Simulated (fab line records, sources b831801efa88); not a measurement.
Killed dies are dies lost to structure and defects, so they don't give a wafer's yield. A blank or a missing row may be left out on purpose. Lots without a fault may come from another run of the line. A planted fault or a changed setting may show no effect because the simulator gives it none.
Which tool did it? | flow gf180mcu | 14 lots, 42 wafers sampled, at 2 steps of a route of 602

WHAT THE GAUGES READ, wafer by wafer
GF_HV_LDD_TW_MEAS_11.
lot  | measured     | on            | HV_LDD_TW
L472 | day 9 21:22  | film_metro-02 | 2399 2396 2389
L474 | day 10 16:19 | film_metro-01 | 2402 2390 2392
L475 | day 10 19:45 | film_metro-01 | 2393 2392 2388
L476 | day 11 05:49 | film_metro-03 | 2376 2360 2374
L478 | day 11 23:24 | film_metro-03 | 2367 2373 2376
L479 | day 11 23:42 | film_metro-03 | 2375 2390 2375
L487 | day 14 19:04 | film_metro-03 | 2382 2361 2369
L488 | day 15 02:49 | film_metro-02 | 2381 2364 2363
L490 | day 15 12:33 | film_metro-02 | 2382 2359 2375
L491 | day 15 18:49 | film_metro-02 | 2367 2377 2374
L492 | day 16 07:00 | film_metro-01 | 2377 2377 2392
L493 | day 16 13:04 | film_metro-01 | 2403 2388 2389
L494 | day 16 17:13 | film_metro-02 | 2379 2364 2385
L495 | day 17 02:57 | film_metro-02 | 2373 2387 2385

GF_HV_LDD_CD_MEAS_19: target cd 400 nm.
lot  | measured     | on        | cd_nm (nm)
L472 | day 10 14:56 | cd_sem-02 | 401.9 398.6 399.7
L474 | day 11 10:55 | cd_sem-02 | 401.2 401.0 403.6
L475 | day 11 13:54 | cd_sem-01 | 393.4 395.6 397.6
L476 | day 12 00:43 | cd_sem-01 | 399.6 398.5 399.1
L478 | day 12 18:38 | cd_sem-02 | 398.2 397.1 399.4
L479 | day 12 19:14 | cd_sem-01 | 402.8 402.5 402.3
L487 | day 15 16:33 | cd_sem-02 | 399.0 397.7 398.6
L488 | day 15 23:55 | cd_sem-02 | 398.1 398.6 400.3
L490 | day 16 10:11 | cd_sem-01 | 397.6 398.0 395.9
L491 | day 16 16:31 | cd_sem-02 | 399.9 399.9 400.0
L492 | day 17 05:06 | cd_sem-01 | 402.1 402.6 400.7
L493 | day 17 11:31 | cd_sem-02 | 397.3 399.3 396.8
L494 | day 17 16:49 | cd_sem-01 | 400.4 400.0 401.3
L495 | day 18 02:17 | cd_sem-01 | 399.4 399.2 396.6

WHICH TOOL RAN EACH LOT (tool, then ch and the chambers of the sampled wafers, then the start)
The record holds no process step before these readings.

WHAT THE TOOLS THEMSELVES READ (means of the sampled wafers that have a number; where no wafer has one, the mark that the record gives instead)
The record holds no such reading with a usual standard deviation.

THE ANSWER, worked out from the rows above alone
Rule: what is usual is taken from the lots themselves. Put in order of their means at a reading, lots are off if they are a third of the lots or fewer, leave a main group of 4 or more, and stand apart from it by a gap of 3 or more times the standard deviation of the main group's means; of several such gaps the widest counts. A main group whose means are all the same, to the digits that the tables above print for the reading, isn't used. A lot without any number at a reading at which 4 lots or more have one is off too. The other lots that the step has rows for count as sound. The gauges are gone through in route order, then the tools' own readings, and for those a lot's mean is taken as printed above. The first step at which some lot is off is used, and at that step the reading that is off furthest; a lot without a number counts as furthest.
No lot is off at any reading shown: from this, nothing can be told.

WHAT THE SIMULATOR HAD PUT IN
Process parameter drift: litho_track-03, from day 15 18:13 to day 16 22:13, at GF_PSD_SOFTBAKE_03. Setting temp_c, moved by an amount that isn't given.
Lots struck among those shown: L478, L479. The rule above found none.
